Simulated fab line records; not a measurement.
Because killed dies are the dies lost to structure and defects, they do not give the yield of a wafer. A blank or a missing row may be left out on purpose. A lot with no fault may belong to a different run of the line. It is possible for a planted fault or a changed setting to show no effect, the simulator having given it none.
Struck lot and sound lot, side by side / flow gf180mcu / 14 out of 602 route steps
Sound: the wafers L259.1, L259.5, L259.6. Struck: wafers L258.1, L258.3, L258.5. Last of all comes the cause.
Each step with rows lists, per side, the tool, then ch with its chambers, then its first start. Under that, the readings that differ: sound wafers / struck wafers / difference of the means / sigmas: that difference in standard deviations of wafers without a fault.
alike: readings with means less than 2 such deviations apart, plus words and numbers identical on both sides. not compared: withheld readings, readings lacking a value on some wafer, bounds such as >300 that could conceal the same value, and numbers that have no deviation in the record and whose values overlap.
Wherever a step has rows on one side only, a row that says differs or no value, or a row with sigmas, the two part there. Numbers that have no deviation but don't overlap get no sigmas and don't part them. A reading missing from all wafers of one side parts the sides only when that side holds two or more wafers.

GF_V2_CMP_26: polishes, stops on SiO2, t overpolish 15 s, target thk 0 nm.
  sound on cmp-01 ch 0,1,2, day 26 06:32; struck on cmp-01 ch 2,3, day 26 04:12
  alike: motor-current-A, overpolish-run-s, time-to-endpoint-s
then, 1 step without rows for these wafers: GF_M3_SPUTTER_00 (material Ti, target thk 37.5 nm, time 150 s).
GF_M3_SPUTTER_01: material TiN, target thk 30 nm, time 25 s.
  sound: pvd-sputter-03 at day 26 06:50; struck: pvd-sputter-03 at day 26 04:36
  alike: cathode-dc-power-W, chamber-pressure-pa, throttle-valve-pct
GF_M3_SPUTTER_02: material AlCu, target thk 450 nm, time 23.9 s.
  sound: pvd-sputter-03 at day 26 06:52; struck: pvd-sputter-03 at day 26 04:38
  alike: cathode-dc-power-W, chamber-pressure-pa, throttle-valve-pct
GF_M3_SPUTTER_03: material Ti, target thk 10 nm, time 6.7 s.
  sound: pvd-sputter-03 at day 26 06:53; struck: pvd-sputter-03 at day 26 04:40
  alike: cathode-dc-power-W, chamber-pressure-pa, substrate-temp-c, throttle-valve-pct
GF_M3_SPUTTER_04: material TiN, target thk 50 nm, time 41.7 s.
  sound: pvd-sputter-03 at day 26 06:55; struck: pvd-sputter-03 at day 26 04:41
reading=chamber-pressure-pa (Pa); sound=0.3997 0.3997 0.3994; struck=0.4012 0.4013 0.4022; difference=+0.0020; sigmas=+2
  alike: cathode-dc-power-W, throttle-valve-pct
GF_M3_RS_MEAS_05: uses a four-point probe to measure.
  sound: film-metro-01 at day 26 06:57; struck: film-metro-04 at day 26 04:43
  alike: M3_ALCU_RS
GF_M3_THK_MEAS_06: measures by xrf.
  sound: film-metro-01 at day 26 07:04; struck: film-metro-04 at day 26 04:50
  alike: M3_ALCU_THK
then, 4 steps without rows for these wafers: GF_M3_DEHYDRATE_07 (time 60 s); GF_M3_HMDS_08 (prime time 60 s); GF_M3_COAT_09 (resist thk 1000 nm); GF_M3_SOFTBAKE_10 (time 60 s).
GF_M3_EXPOSE_11: exposes mask Metal3, target cd 280 nm.
  sound on krf-scanner-02 ch 0, day 26 17:50; struck on krf-scanner-01, day 26 14:38
  no value came back on the struck wafers for exposure-dose-mJ-cm2, focus-offset-nm (nm); on the sound wafers exposure-dose-mJ-cm2 reads 28.011 27.985 27.992
  alike: mask
then, 1 step without rows for these wafers: GF_M3_PEB_12 (peb time 90 s).

WHERE THEY PART
At GF_M3_SPUTTER_04 first; at GF_M3_EXPOSE_11 last (within this record only).

WHY: what the simulator had put in
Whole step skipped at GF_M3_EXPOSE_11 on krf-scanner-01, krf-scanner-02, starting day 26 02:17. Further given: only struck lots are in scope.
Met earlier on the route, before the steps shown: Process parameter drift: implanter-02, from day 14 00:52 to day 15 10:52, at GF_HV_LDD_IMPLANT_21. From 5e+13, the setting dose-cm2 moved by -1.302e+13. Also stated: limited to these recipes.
